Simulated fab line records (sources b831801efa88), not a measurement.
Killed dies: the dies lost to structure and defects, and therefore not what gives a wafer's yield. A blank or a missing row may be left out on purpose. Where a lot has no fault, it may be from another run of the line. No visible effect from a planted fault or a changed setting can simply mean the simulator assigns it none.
fab line records -- flow sky130
record lots=5, wafers=23
route steps=708 shown FIELD_ISO@2 NWELL@33 DNWELL@37 VT_ADJUST_LVTN@116 VT_ADJUST_NCORE@125
start-h: start of the lot's first displayed wafer, in hours after the record's first day -- wait-h: time in hours since the lot's previous step -- " the same as in the row above -- L1.1+2: one row covering several wafers at once -- - no value, or no start was given -- * or withheld: withheld -- < > ~ a bound
route shown NAME@n: a module of which the file shows steps, and the number in the route of the first -- usual: mean/standard deviation taken from wafers without a fault -- same: alike in all rows -- chamber/n: place in a boat -- sites: the reading at each site -- _std_site: standard deviation across them -- _edge_site: inner sites' mean taken away from outer sites' mean -- radius-mm: how far each site lies from the wafer's centre -- mask NAME#n: copy n -- behind: the most recent tool/chamber to have shaped the wafer -- hold: what put the lot on hold/how long, in hours/how the hold closed -- device: the n, p or np transistor that did not switch -- end of line: tests of these same wafers at the route's end -- a step given without rows: its recipe and nothing more -- killed: dies that structure and defects cost at the first sort, which is not the same as the wafer's yield -- map: dies across one wafer; x = killed, . = not, _ = none there
set.NAME: setting as actually run; set.NAME@STEP: the setting as run at that earlier step -- model.NAME: the simulator's own value behind a step, which no gauge read
one table per step and one row per wafer, for lots whose settings were changed on purpose
## steps
# step SKY_FIELD_ISO_OXIDATION_01
# recipe temp-c=900, ambient=O2, stabilise-s=600, purge-s=300, target-thk-a=120, ox-time-s=1843
lot.wafer,tool,chamber,start-h,wait-h,set.temp-c,model.SiO2_of_FIELD_ISO_OXIDATION_01.thk-nm
L074.1,-,-,-,0.1,884.2,10.34
L074.2,-,-,-,0.1,884.2,10.35
L074.3,-,-,-,0.1,884.2,10.3
L074.4+6,-,-,-,0.1,884.2,10.31
L077.1,-,-,-,0.9,900,11.89
L077.2,-,-,-,0.9,900,11.87
L077.3+5,-,-,-,0.9,900,11.8
L077.4,-,-,-,0.9,900,12.01
L079.1,furnace-02,0,35.12,0.1,900,11.75
L079.4,furnace-02,0,35.12,0.1,900,11.68
L079.5,furnace-02,0,35.12,0.1,900,11.61
L080.1,-,-,-,0.1,882.3,9.75
L080.2,-,-,-,0.1,882.3,10.05
L080.4,-,-,-,0.1,882.3,9.982
L080.5,-,-,-,0.1,882.3,9.981
L080.6,-,-,-,0.1,882.3,10.01
L085.1,-,-,-,0.1,900,11.92
L085.2,-,-,-,0.1,900,11.89
L085.3,-,-,-,0.1,900,11.85
L085.4,-,-,-,0.1,900,11.87
L085.6,-,-,-,0.1,900,11.71
# step SKY_FIELD_ISO_THK_MEAS_02
# recipe reads=SiO2_of_FIELD_ISO_OXIDATION_01
# usual FIELD_ISO_OXIDATION_00_THK=11.87/0.26
lot.wafer,tool,chamber,start-h,wait-h,set.temp-c@FIELD_ISO_OXIDATION_01,FIELD_ISO_OXIDATION_00_THK[nm]
L074.1,film-metro-02,-,-,-,884.2,10.35
L074.2,film-metro-02,-,-,-,884.2,10.34
L074.3,film-metro-02,-,-,-,884.2,10.35
L074.4,film-metro-02,-,-,-,884.2,10.27
L074.6,film-metro-02,-,-,-,884.2,10.30
L077.1,film-metro-03,-,-,-,900,11.83
L077.2,film-metro-03,-,-,-,900,11.85
L077.3,film-metro-03,-,-,-,900,11.86
L077.4,film-metro-03,-,-,-,900,11.91
L077.5,film-metro-03,-,-,-,900,11.80
L079.1,film-metro-04,-,36.63,0.0,900,11.75
L079.4,film-metro-04,-,36.63,0.0,900,11.64
L079.5,film-metro-04,-,36.63,0.0,900,11.61
L080.1,film-metro-03,-,-,-,882.3,9.71
L080.2,film-metro-03,-,-,-,882.3,10.05
L080.4,film-metro-03,-,-,-,882.3,10.01
L080.5,film-metro-03,-,-,-,882.3,9.95
L080.6,film-metro-03,-,-,-,882.3,10.05
L085.1,film-metro-03,-,-,-,900,11.93
L085.2,film-metro-03,-,-,-,900,11.92
L085.3,film-metro-03,-,-,-,900,11.86
L085.4,film-metro-03,-,-,-,900,11.92
L085.6,film-metro-03,-,-,-,900,11.65
# step SKY_FIELD_ISO_COAT_08
# recipe resist=KrF-thick, spin-rpm=3000, resist-thk-nm=450
lot.wafer,tool,chamber,start-h,wait-h,set.resist-thk-nm,model.KrF-thick_of_FIELD_ISO_COAT_08.thk-nm
L074.1,litho-track-01,0,-,-,450,451
L074.2,litho-track-01,0,-,-,426.3,428.2
L074.3+6,litho-track-01,0,-,-,426.3,428.3
L074.4,litho-track-01,0,-,-,450,451.1
L077.1,litho-track-01,0,-,-,450,449.9
L077.2,litho-track-01,0,-,-,450,451.5
L077.3,litho-track-01,0,-,-,450,451.2
L077.4,litho-track-01,0,-,-,450,450
L077.5,litho-track-01,0,-,-,450,451.8
L079.1,litho-track-02,0,-,-,450,451.6
L079.4,litho-track-02,0,-,-,450,452.5
L079.5,litho-track-02,0,-,-,450,451.3
L080.1,litho-track-02,0,-,-,450,448.5
L080.2,litho-track-02,0,-,-,439,438.7
L080.4,litho-track-02,0,-,-,439,438.3
L080.5,litho-track-02,0,-,-,450,450.3
L080.6,litho-track-02,0,-,-,450,448.8
L085.1,litho-track-02,0,-,-,450,451.7
L085.2,litho-track-02,0,-,-,450,450.7
L085.3,litho-track-02,0,-,-,450,451.1
L085.4,litho-track-02,0,-,-,450,450.4
L085.6,litho-track-02,0,-,-,450,451.2
# step SKY_FIELD_ISO_DEVELOP_12
# recipe develop-time-s=60, resist=KrF-thick, dev-temp-c=21
lot.wafer,tool,chamber,start-h,wait-h,set.develop-time-s
L074.1+2+3+4+6,litho-track-02,0,-,-,60
L077.1+3+4,litho-track-02,0,-,-,57.26
L077.2+5,litho-track-02,0,-,-,60
L079.1+4+5,litho-track-03,0,-,-,60
L080.1+2,litho-track-03,0,-,-,53.47
L080.4+5+6,litho-track-03,0,-,-,60
L085.1+2+6,litho-track-02,0,-,-,66.05
L085.3+4,litho-track-02,0,-,-,60
# step SKY_FIELD_ISO_ETCH_14
# recipe chemistry=N2/H2, target=BARC, ion-energy-ev=192, source-w=500, bias-w=100, pressure-mtorr=30, n2-flow-sccm=100, h2-flow-sccm=200, stop-on=SiO2, time-s=45.9, target-depth-a=600
lot.wafer,tool,chamber,start-h,wait-h,set.resist-thk-nm@FIELD_ISO_COAT_08,model.KrF-thick_of_FIELD_ISO_COAT_08.thk-nm
L074.1,rie-diel-04,3,27.39,0.1,450,394.1
L074.2,rie-diel-04,2,27.39,0.1,426.3,371.4
L074.3,rie-diel-04,0,27.39,0.1,426.3,371
L074.4,rie-diel-04,1,27.39,0.1,450,394.8
L074.6,rie-diel-04,2,27.39,0.1,426.3,371.1
L077.1+4,rie-diel-04,"3,2",45.74,0.1,450,392.9
L077.2,rie-diel-04,1,45.74,0.1,450,394.9
L077.3,rie-diel-04,0,45.74,0.1,450,394.2
L077.5,rie-diel-04,1,45.74,0.1,450,395.3
L079.1,rie-diel-04,0,54.85,0.1,450,394.2
L079.4,rie-diel-04,1,54.85,0.1,450,395.8
L079.5,rie-diel-04,2,54.85,0.1,450,394
L080.1,rie-diel-02,2,58.90,0.1,450,393.6
L080.2,rie-diel-02,3,58.90,0.1,439,382.9
L080.4,rie-diel-02,1,58.90,0.1,439,381.5
L080.5,rie-diel-02,3,58.90,0.1,450,393.9
L080.6,rie-diel-02,0,58.90,0.1,450,392.5
L085.1,rie-diel-03,3,85.19,0.1,450,393.9
L085.2+6,rie-diel-03,"0,3",85.19,0.1,450,393.5
L085.3,rie-diel-03,1,85.19,0.1,450,395.1
L085.4,rie-diel-03,2,85.19,0.1,450,393.3
# step SKY_FIELD_ISO_ETCH_15
# recipe chemistry=CHF3/O2, target-depth-nm=180, stop-on=Si, source-w=600, bias-w=200, pressure-mtorr=40, chf3-flow-sccm=50, O2_flow_sccm=5, time-s=72
lot.wafer,tool,chamber,start-h,wait-h,set.resist-thk-nm@FIELD_ISO_COAT_08,model.KrF-thick_of_FIELD_ISO_COAT_08.thk-nm
L074.1,rie-diel-04,3,27.44,0.0,450,234.4
L074.2,rie-diel-04,2,27.44,0.0,426.3,214.1
L074.3,rie-diel-04,0,27.44,0.0,426.3,212.6
L074.4,rie-diel-04,1,27.44,0.0,450,239.1
L074.6,rie-diel-04,2,27.44,0.0,426.3,213.3
L077.1,rie-diel-04,3,45.79,0.0,450,237.5
L077.2,rie-diel-04,1,45.79,0.0,450,240.2
L077.3,rie-diel-04,0,45.79,0.0,450,237.2
L077.4,rie-diel-04,2,45.79,0.0,450,235.8
L077.5,rie-diel-04,1,45.79,0.0,450,239.5
L079.1,rie-diel-04,0,54.89,0.0,450,237.6
L079.4,rie-diel-04,1,54.89,0.0,450,242.1
L079.5,rie-diel-04,2,54.89,0.0,450,237.9
L080.1,rie-diel-02,2,58.94,0.0,450,244.1
L080.2,rie-diel-02,3,58.94,0.0,439,228.1
L080.4,rie-diel-02,1,58.94,0.0,439,222.6
L080.5,rie-diel-02,3,58.94,0.0,450,239.6
L080.6,rie-diel-02,0,58.94,0.0,450,237.6
L085.1,rie-diel-03,3,85.24,0.0,450,237.8
L085.2,rie-diel-03,0,85.24,0.0,450,238.9
L085.3,rie-diel-03,1,85.24,0.0,450,244.9
L085.4,rie-diel-03,2,85.24,0.0,450,239.7
L085.6,rie-diel-03,3,85.24,0.0,450,238.2
# step SKY_FIELD_ISO_STRIP_16
# recipe chemistry=O2/N2, power-w=1400, pressure-mtorr=1500, platen-temp-c=withheld, o2-flow-sccm=3000, n2-flow-sccm=300, overash-fraction=0.5
# usual strip-time-to-endpoint-s=3.57/0.033
lot.wafer,tool,chamber,start-h,wait-h,set.resist-thk-nm@FIELD_ISO_COAT_08,strip-time-to-endpoint-s
L074.1,plasma-asher-03,1,27.49,0.0,450,3.52
L074.2,plasma-asher-03,0,27.49,0.0,426.3,3.31
L074.3,plasma-asher-03,0,27.49,0.0,426.3,3.30
L074.4,plasma-asher-03,1,27.49,0.0,450,3.58
L074.6,plasma-asher-03,0,27.49,0.0,426.3,3.30
L077.1,plasma-asher-04,0,45.84,0.0,450,3.55
L077.2,plasma-asher-04,1,45.84,0.0,450,3.59
L077.3,plasma-asher-04,1,45.84,0.0,450,3.55
L077.4,plasma-asher-04,0,45.84,0.0,450,3.51
L077.5,plasma-asher-04,0,45.84,0.0,450,3.58
L079.1,plasma-asher-02,0,54.95,0.0,450,3.58
L079.4,plasma-asher-02,1,54.95,0.0,450,3.61
L079.5,plasma-asher-02,0,54.95,0.0,450,3.56
L080.1,plasma-asher-03,1,59.00,0.0,450,3.63
L080.2,plasma-asher-03,0,59.00,0.0,439,3.45
L080.4,plasma-asher-03,1,59.00,0.0,439,3.38
L080.5,plasma-asher-03,0,59.00,0.0,450,3.59
L080.6,plasma-asher-03,1,59.00,0.0,450,3.56
L085.1,plasma-asher-04,0,85.29,0.0,450,3.56
L085.2,plasma-asher-04,1,85.29,0.0,450,3.57
L085.3,plasma-asher-04,0,85.29,0.0,450,3.64
L085.4,plasma-asher-04,1,85.29,0.0,450,3.58
L085.6,plasma-asher-04,1,85.29,0.0,450,3.55
# step SKY_FIELD_ISO_ETCH_17
# recipe target-depth-a=3420, mask-material=Si3N4, chemistry=HBr/Cl2/O2, target=Si, taper-deg=5, icp-w=600, bias-w=150, pressure-mtorr=15, HBr_flow_sccm=150, Cl2_flow_sccm=40, O2_flow_sccm=6, time-s=97.7
# step SKY_FIELD_ISO_WET_ETCH_18
# recipe chemistry=H3PO4, target-depth-nm=25, temp-c=160, target=Si3N4, time-s=286
# step SKY_FIELD_ISO_CMP_27
# recipe stop-on=Si3N4, t-overpolish-s=16, down-force-psi=4, platen-rpm=60, target-thk-nm=457.8, pad-velocity-m-s=0.94248
# step SKY_FIELD_ISO_WET_ETCH_28
# recipe chemistry=dHF, target-depth-nm=23.7, target=SiO2, dilution=10:1, temp-c=25, time-s=47
# step SKY_FIELD_ISO_WET_ETCH_29
# recipe chemistry=H3PO4, target-depth-nm=160, target=Si3N4, temp-c=160, time-s=1825
lot.wafer,tool,chamber,start-h,wait-h,set.temp-c@FIELD_ISO_OXIDATION_01,model.SiO2_of_FIELD_ISO_OXIDATION_01.thk-nm
L074.1,wet-bench-03,2,31.13,0.0,884.2,10.01
L074.2,wet-bench-03,2,31.13,0.0,884.2,10.03
L074.3,wet-bench-03,2,31.13,0.0,884.2,9.979
L074.4+6,wet-bench-03,2,31.13,0.0,884.2,9.985
L077.1,wet-bench-03,0,50.71,0.0,900,11.58
L077.2,wet-bench-03,0,50.71,0.0,900,11.56
L077.3+5,wet-bench-03,0,50.71,0.0,900,11.49
L077.4,wet-bench-03,0,50.71,0.0,900,11.7
L079.1,wet-bench-03,1,60.45,0.0,900,11.43
L079.4,wet-bench-03,1,60.45,0.0,900,11.36
L079.5,wet-bench-03,1,60.45,0.0,900,11.29
L080.1,wet-bench-02,1,64.00,0.0,882.3,9.417
L080.2,wet-bench-02,1,64.00,0.0,882.3,9.721
L080.4,wet-bench-02,1,64.00,0.0,882.3,9.647
L080.5,wet-bench-02,1,64.00,0.0,882.3,9.649
L080.6,wet-bench-02,1,64.00,0.0,882.3,9.672
L085.1,wet-bench-01,3,103.56,0.0,900,11.6
L085.2,wet-bench-01,3,103.56,0.0,900,11.58
L085.3,wet-bench-01,3,103.56,0.0,900,11.54
L085.4,wet-bench-01,3,103.56,0.0,900,11.55
L085.6,wet-bench-01,3,103.56,0.0,900,11.39
# step SKY_NWELL_OXIDATION_01
# recipe temp-c=900, ambient=O2, stabilise-s=600, purge-s=300, target-thk-a=100, ox-time-s=1418
lot.wafer,tool,chamber,start-h,wait-h,set.temp-c,model.SiO2_of_NWELL_OXIDATION_01.thk-nm
L074.1,-,-,-,0.6,900,10.07
L074.2,-,-,-,0.6,900,10.08
L074.3,-,-,-,0.6,900,10.11
L074.4,-,-,-,0.6,900,9.953
L074.6,-,-,-,0.6,900,9.842
L077.1,-,-,-,1.3,877.9,7.521
L077.2,-,-,-,1.3,877.9,7.557
L077.3,-,-,-,1.3,877.9,7.582
L077.4,-,-,-,1.3,877.9,7.693
L077.5,-,-,-,1.3,877.9,7.55
L079.1,furnace-01,0,61.31,0.3,900,10.05
L079.4,furnace-01,0,61.31,0.3,900,9.92
L079.5,furnace-01,0,61.31,0.3,900,9.915
L080.1,-,-,-,0.0,921.4,12.64
L080.2,-,-,-,0.0,921.4,12.32
L080.4,-,-,-,0.0,921.4,12.53
L080.5,-,-,-,0.0,921.4,12.46
L080.6,-,-,-,0.0,921.4,12.37
L085.1,-,-,-,5.7,877.7,7.938
L085.2,-,-,-,5.7,877.7,8.07
L085.3,-,-,-,5.7,877.7,8.091
L085.4,-,-,-,5.7,877.7,7.839
L085.6,-,-,-,5.7,877.7,8.025
# step SKY_NWELL_THK_MEAS_02
# recipe reads=SiO2_of_NWELL_OXIDATION_01
# usual NWELL_OXIDATION_THK=9.99/0.2
lot.wafer,tool,chamber,start-h,wait-h,set.temp-c@NWELL_OXIDATION_01,NWELL_OXIDATION_THK[nm]
L074.1,film-metro-01,-,-,-,900,10.11
L074.2,film-metro-01,-,-,-,900,10.06
L074.3,film-metro-01,-,-,-,900,10.13
L074.4,film-metro-01,-,-,-,900,9.99
L074.6,film-metro-01,-,-,-,900,9.83
L077.1,film-metro-03,-,-,-,877.9,7.53
L077.2,film-metro-03,-,-,-,877.9,7.61
L077.3,film-metro-03,-,-,-,877.9,7.56
L077.4,film-metro-03,-,-,-,877.9,7.61
L077.5,film-metro-03,-,-,-,877.9,7.56
L079.1,film-metro-04,-,62.70,0.0,900,10.09
L079.4,film-metro-04,-,62.70,0.0,900,9.95
L079.5,film-metro-04,-,62.70,0.0,900,9.92
L080.1,film-metro-03,-,-,-,921.4,12.66
L080.2,film-metro-03,-,-,-,921.4,12.33
L080.4,film-metro-03,-,-,-,921.4,12.61
L080.5,film-metro-03,-,-,-,921.4,12.49
L080.6,film-metro-03,-,-,-,921.4,12.40
L085.1,film-metro-03,-,-,-,877.7,7.92
L085.2,film-metro-03,-,-,-,877.7,8.08
L085.3,film-metro-03,-,-,-,877.7,8.08
L085.4,film-metro-03,-,-,-,877.7,7.79
L085.6,film-metro-03,-,-,-,877.7,8.01
# step SKY_DNWELL_COAT_02
# recipe spin-rpm=2000, resist-thk-nm=3000
lot.wafer,tool,chamber,start-h,wait-h,set.spin-rpm,model.coat_of_DNWELL_COAT_02.thk-nm
L074.1,litho-track-01,0,41.25,0.1,2000,3011
L074.2,litho-track-01,0,41.25,0.1,1874,3120
L074.3,litho-track-01,0,41.25,0.1,2000,3025
L074.4,litho-track-01,0,41.25,0.1,2000,3014
L074.6,litho-track-01,0,41.25,0.1,1874,3116
L077.1,litho-track-04,0,61.39,0.1,2000,2999
L077.2,litho-track-04,0,61.39,0.1,2000,2994
L077.3,litho-track-04,0,61.39,0.1,2000,3008
L077.4,litho-track-04,0,61.39,0.1,2000,3005
L077.5,litho-track-04,0,61.39,0.1,2000,3006
L079.1+5,litho-track-04,0,71.04,0.1,2000,3004
L079.4,litho-track-04,0,71.04,0.1,2000,3000
L080.1,litho-track-04,0,74.19,0.1,1942,3044
L080.2,litho-track-04,0,74.19,0.1,1942,3041
L080.4,litho-track-04,0,74.19,0.1,2000,2990
L080.5,litho-track-04,0,74.19,0.1,1942,3039
L080.6,litho-track-04,0,74.19,0.1,2000,2996
L085.1,litho-track-04,0,119.39,0.1,2000,2996
L085.2,litho-track-04,0,119.39,0.1,1910,3059
L085.3,litho-track-04,0,119.39,0.1,1910,3058
L085.4,litho-track-04,0,119.39,0.1,2000,2995
L085.6,litho-track-04,0,119.39,0.1,2000,2992
# step SKY_DNWELL_SOFTBAKE_03
# recipe temp-c=110, time-s=withheld
# step SKY_DNWELL_EXPOSE_04
# recipe mask-id=DNM, na=0.57, target-cd-nm=3000, dose-mj=222
# step SKY_DNWELL_DEVELOP_06
# recipe wall-angle-deg=90, developer=TMAH, develop-time-s=60, dev-temp-c=23
# step SKY_DNWELL_IMPLANT_07
# recipe species=P, energy-kev=withheld, dose-cm2=withheld, tilt-deg=withheld
# step SKY_DNWELL_STRIP_08
# recipe chemistry=O2/N2, power-w=1400, pressure-mtorr=1500, platen-temp-c=withheld, o2-flow-sccm=3000, n2-flow-sccm=300, overash-fraction=0.5
# usual strip-time-to-endpoint-s=36.95/0.11
lot.wafer,tool,chamber,start-h,wait-h,set.spin-rpm@DNWELL_COAT_02,strip-time-to-endpoint-s
L074.1,plasma-asher-03,1,50.04,0.1,2000,37.05
L074.2,plasma-asher-03,0,50.04,0.1,1874,38.28
L074.3,plasma-asher-03,1,50.04,0.1,2000,37.21
L074.4,plasma-asher-03,0,50.04,0.1,2000,37.07
L074.6,plasma-asher-03,1,50.04,0.1,1874,38.22
L077.1,plasma-asher-03,1,70.38,0.1,2000,36.90
L077.2,plasma-asher-03,0,70.38,0.1,2000,36.83
L077.3,plasma-asher-03,1,70.38,0.1,2000,37.02
L077.4,plasma-asher-03,0,70.38,0.1,2000,36.96
L077.5,plasma-asher-03,1,70.38,0.1,2000,37.00
L079.1,plasma-asher-04,1,80.00,0.1,2000,36.96
L079.4,plasma-asher-04,0,80.00,0.1,2000,36.90
L079.5,plasma-asher-04,0,80.00,0.1,2000,36.96
L080.1,plasma-asher-03,1,82.59,0.1,1942,37.42
L080.2,plasma-asher-03,0,82.59,0.1,1942,37.41
L080.4,plasma-asher-03,0,82.59,0.1,2000,36.78
L080.5,plasma-asher-03,0,82.59,0.1,1942,37.39
L080.6,plasma-asher-03,1,82.59,0.1,2000,36.87
L085.1,plasma-asher-01,0,128.74,0.1,2000,36.88
L085.2,plasma-asher-01,1,128.74,0.1,1910,37.56
L085.3,plasma-asher-01,1,128.74,0.1,1910,37.54
L085.4,plasma-asher-01,0,128.74,0.1,2000,36.86
L085.6,plasma-asher-01,0,128.74,0.1,2000,36.82
# step SKY_NWELL_IMPLANT_24
# recipe species=B, energy-kev=140, dose-cm2=9.2e+12, tilt-deg=withheld
lot.wafer,tool,chamber,start-h,wait-h,set.dose-cm2
L074.1+2+3+4+6,implanter-02,0,100.32,0.0,9.2e+12
L077.1+3+4,implanter-02,0,121.57,0.0,8.605e+12
L077.2+5,implanter-02,0,121.57,0.0,9.2e+12
L079.1+4+5,implanter-02,0,131.01,0.0,9.2e+12
L080.1+2+4+5+6,implanter-04,0,134.66,0.0,9.2e+12
L085.1+4,implanter-02,0,188.36,0.0,9.2e+12
L085.2+3+6,implanter-02,0,188.36,0.0,9.391e+12
# step SKY_NWELL_STRIP_25
# recipe chemistry=O2/N2, power-w=1400, pressure-mtorr=1500, platen-temp-c=withheld, o2-flow-sccm=3000, n2-flow-sccm=300, overash-fraction=0.5
# step SKY_NWELL_CLEAN_27
# recipe chemistry=SC1/SC2, mix=1:4:20, temp-c=70, time-s=150, dry=n2-spin
lot.wafer,tool,chamber,start-h,wait-h,set.temp-c@NWELL_OXIDATION_01,model.SiO2_of_NWELL_OXIDATION_01.thk-nm
L074.1,wet-bench-02,0,100.63,0.1,900,9.735
L074.2,wet-bench-02,0,100.63,0.1,900,9.744
L074.3,wet-bench-02,0,100.63,0.1,900,9.77
L074.4,wet-bench-02,0,100.63,0.1,900,9.616
L074.6,wet-bench-02,0,100.63,0.1,900,9.506
L077.1,wet-bench-01,2,121.88,0.1,877.9,7.18
L077.2,wet-bench-01,2,121.88,0.1,877.9,7.215
L077.3,wet-bench-01,2,121.88,0.1,877.9,7.24
L077.4,wet-bench-01,2,121.88,0.1,877.9,7.353
L077.5,wet-bench-01,2,121.88,0.1,877.9,7.209
L079.1,wet-bench-03,0,131.32,0.1,900,9.706
L079.4,wet-bench-03,0,131.32,0.1,900,9.578
L079.5,wet-bench-03,0,131.32,0.1,900,9.572
L080.1,wet-bench-03,3,134.97,0.1,921.4,12.3
L080.2,wet-bench-03,3,134.97,0.1,921.4,11.97
L080.4,wet-bench-03,3,134.97,0.1,921.4,12.19
L080.5,wet-bench-03,3,134.97,0.1,921.4,12.11
L080.6,wet-bench-03,3,134.97,0.1,921.4,12.03
L085.1,wet-bench-01,0,188.67,0.1,877.7,7.603
L085.2,wet-bench-01,0,188.67,0.1,877.7,7.733
L085.3,wet-bench-01,0,188.67,0.1,877.7,7.754
L085.4,wet-bench-01,0,188.67,0.1,877.7,7.503
L085.6,wet-bench-01,0,188.67,0.1,877.7,7.687
# step SKY_VT_ADJUST_LVTN_IMPLANT_19
# recipe species=B, energy-kev=30, dose-cm2=6.5e+11, tilt-deg=withheld
lot.wafer,tool,chamber,start-h,wait-h,set.dose-cm2
L074.1+3+4,implanter-02,0,154.98,0.0,6.5e+11
L074.2+6,implanter-02,0,154.98,0.0,6.148e+11
L077.1+5,implanter-04,0,180.48,0.0,6.279e+11
L077.2+3+4,implanter-04,0,180.48,0.0,6.5e+11
L079.1+4+5,implanter-02,0,193.07,0.0,6.5e+11
L080.1+2+4+5+6,implanter-04,0,196.81,0.0,6.5e+11
L085.1+3,implanter-04,0,257.03,0.0,6.245e+11
L085.2+4+6,implanter-04,0,257.03,0.0,6.5e+11
# step SKY_VT_ADJUST_LVTN_STRIP_20
# recipe chemistry=O2/N2, power-w=1400, pressure-mtorr=1500, platen-temp-c=withheld, o2-flow-sccm=3000, n2-flow-sccm=300, overash-fraction=0.5
# step SKY_VT_ADJUST_LVTN_TW_MEAS_21
# usual VT_ADJUST_LVTN_2_TW=187.2/1.4
lot.wafer,tool,chamber,start-h,wait-h,set.dose-cm2@VT_ADJUST_LVTN_IMPLANT_19,VT_ADJUST_LVTN_2_TW
L074.1,film-metro-02,-,155.23,0.1,6.5e+11,188.5
L074.2,film-metro-02,-,155.23,0.1,6.148e+11,185.8
L074.3,film-metro-02,-,155.23,0.1,6.5e+11,188.4
L074.4,film-metro-02,-,155.23,0.1,6.5e+11,188.4
L074.6,film-metro-02,-,155.23,0.1,6.148e+11,186.3
L077.1,film-metro-01,-,180.73,0.1,6.279e+11,186.6
L077.2,film-metro-01,-,180.73,0.1,6.5e+11,187.7
L077.3,film-metro-01,-,180.73,0.1,6.5e+11,188.2
L077.4,film-metro-01,-,180.73,0.1,6.5e+11,187.7
L077.5,film-metro-01,-,180.73,0.1,6.279e+11,185.9
L079.1,film-metro-01,-,193.32,0.1,6.5e+11,186.7
L079.4,film-metro-01,-,193.32,0.1,6.5e+11,186.0
L079.5,film-metro-01,-,193.32,0.1,6.5e+11,186.8
L080.1,film-metro-01,-,197.06,0.1,6.5e+11,187.4
L080.2,film-metro-01,-,197.06,0.1,6.5e+11,187.0
L080.4,film-metro-01,-,197.06,0.1,6.5e+11,187.3
L080.5,film-metro-01,-,197.06,0.1,6.5e+11,187.5
L080.6,film-metro-01,-,197.06,0.1,6.5e+11,186.4
L085.1,film-metro-01,-,257.28,0.1,6.245e+11,186.2
L085.2,film-metro-01,-,257.28,0.1,6.5e+11,187.6
L085.3,film-metro-01,-,257.28,0.1,6.245e+11,186.1
L085.4,film-metro-01,-,257.28,0.1,6.5e+11,188.2
L085.6,film-metro-01,-,257.28,0.1,6.5e+11,187.5
# step SKY_VT_ADJUST_NCORE_DEVELOP_06
# recipe resist=NOVOLAK, developer=TMAH, develop-time-s=60, dev-temp-c=23
lot.wafer,tool,chamber,start-h,wait-h,set.dev-temp-c
L074.1+2+4,litho-track-02,0,175.77,0.1,23
L074.3+6,litho-track-02,0,175.77,0.1,21.36
L077.1+3+4,litho-track-01,0,201.64,0.1,26.52
L077.2+5,litho-track-01,0,201.64,0.1,23
L079.1+4+5,litho-track-02,0,214.97,0.1,23
L080.1+2+6,litho-track-04,0,218.14,0.1,23
L080.4+5,litho-track-04,0,218.14,0.1,26.15
L085.1+3+6,litho-track-04,0,280.89,0.1,23
L085.2+4,litho-track-04,0,280.89,0.1,25.02
# step SKY_VT_ADJUST_NCORE_CD_MEAS_07
# recipe target-cd-nm=380
# usual cd-nm=379.5/2.9
lot.wafer,tool,chamber,start-h,wait-h,set.dev-temp-c@VT_ADJUST_NCORE_DEVELOP_06,cd-nm
L074.1,cd-sem-01,-,175.92,0.1,23,377.8
L074.2,cd-sem-01,-,175.92,0.1,23,375.6
L074.3,cd-sem-01,-,175.92,0.1,21.36,381.2
L074.4,cd-sem-01,-,175.92,0.1,23,373.5
L074.6,cd-sem-01,-,175.92,0.1,21.36,381.4
L077.1,cd-sem-01,-,201.82,0.1,26.52,367.0
L077.2,cd-sem-01,-,201.82,0.1,23,381.2
L077.3,cd-sem-01,-,201.82,0.1,26.52,367.9
L077.4,cd-sem-01,-,201.82,0.1,26.52,366.9
L077.5,cd-sem-01,-,201.82,0.1,23,382.1
L079.1,cd-sem-01,-,215.21,0.2,23,376.4
L079.4,cd-sem-01,-,215.21,0.2,23,378.4
L079.5,cd-sem-01,-,215.21,0.2,23,378.2
L080.1,cd-sem-01,-,218.29,0.1,23,378.1
L080.2,cd-sem-01,-,218.29,0.1,23,380.9
L080.4,cd-sem-01,-,218.29,0.1,26.15,370.0
L080.5,cd-sem-01,-,218.29,0.1,26.15,369.9
L080.6,cd-sem-01,-,218.29,0.1,23,378.3
L085.1,cd-sem-01,-,281.04,0.1,23,385.2
L085.2,cd-sem-01,-,281.04,0.1,25.02,377.3
L085.3,cd-sem-01,-,281.04,0.1,23,386.6
L085.4,cd-sem-01,-,281.04,0.1,25.02,379.7
L085.6,cd-sem-01,-,281.04,0.1,23,387.3
## key
split step=SKY_FIELD_ISO_OXIDATION_01, setting=temp-c, stated=900, by=lot
response step=SKY_FIELD_ISO_OXIDATION_01, reading=model.SiO2_of_FIELD_ISO_OXIDATION_01.thk-nm, change=+0.907, per=1%, r=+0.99
response step=SKY_FIELD_ISO_THK_MEAS_02, reading=FIELD_ISO_OXIDATION_00_THK, change=+0.903, per=1%, r=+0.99
response step=SKY_FIELD_ISO_WET_ETCH_29, reading=model.SiO2_of_FIELD_ISO_OXIDATION_01.thk-nm, change=+0.916, per=1%, r=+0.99
split step=SKY_FIELD_ISO_COAT_08, setting=resist-thk-nm, stated=450, by=wafer
response step=SKY_FIELD_ISO_COAT_08, reading=model.KrF-thick_of_FIELD_ISO_COAT_08.thk-nm, change=+4.34, per=1%, r=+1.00
response step=SKY_FIELD_ISO_ETCH_14, reading=model.KrF-thick_of_FIELD_ISO_COAT_08.thk-nm, change=+4.45, per=1%, r=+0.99
response step=SKY_FIELD_ISO_ETCH_15, reading=model.KrF-thick_of_FIELD_ISO_COAT_08.thk-nm, change=+4.76, per=1%, r=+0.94
response step=SKY_FIELD_ISO_STRIP_16, reading=strip-time-to-endpoint-s, change=*, per=1%, r=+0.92
split step=SKY_FIELD_ISO_DEVELOP_12, setting=develop-time-s, stated=60, by=wafer
response none clear
split step=SKY_NWELL_OXIDATION_01, setting=temp-c, stated=900, by=lot
response step=SKY_NWELL_OXIDATION_01, reading=model.SiO2_of_NWELL_OXIDATION_01.thk-nm, change=+0.956, per=1%, r=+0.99
response step=SKY_NWELL_THK_MEAS_02, reading=NWELL_OXIDATION_THK, change=+0.965, per=1%, r=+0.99
response step=SKY_NWELL_CLEAN_27, reading=model.SiO2_of_NWELL_OXIDATION_01.thk-nm, change=+0.955, per=1%, r=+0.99
split step=SKY_DNWELL_COAT_02, setting=spin-rpm, stated=2000, by=wafer
response step=SKY_DNWELL_COAT_02, reading=model.coat_of_DNWELL_COAT_02.thk-nm, change=-15.6, per=1%, r=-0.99
response step=SKY_DNWELL_STRIP_08, reading=strip-time-to-endpoint-s, change=*, per=1%, r=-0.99
split step=SKY_NWELL_IMPLANT_24, setting=dose-cm2, stated=9.2e+12, by=wafer
response none clear
split step=SKY_VT_ADJUST_LVTN_IMPLANT_19, setting=dose-cm2, stated=6.5e+11, by=wafer
response step=SKY_VT_ADJUST_LVTN_TW_MEAS_21, reading=VT_ADJUST_LVTN_2_TW, change=+0.446, per=1%, r=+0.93
split step=SKY_VT_ADJUST_NCORE_DEVELOP_06, setting=dev-temp-c, stated=23, by=wafer
response step=SKY_VT_ADJUST_NCORE_CD_MEAS_07, reading=cd-nm, change=-0.826, per=1%, r=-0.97
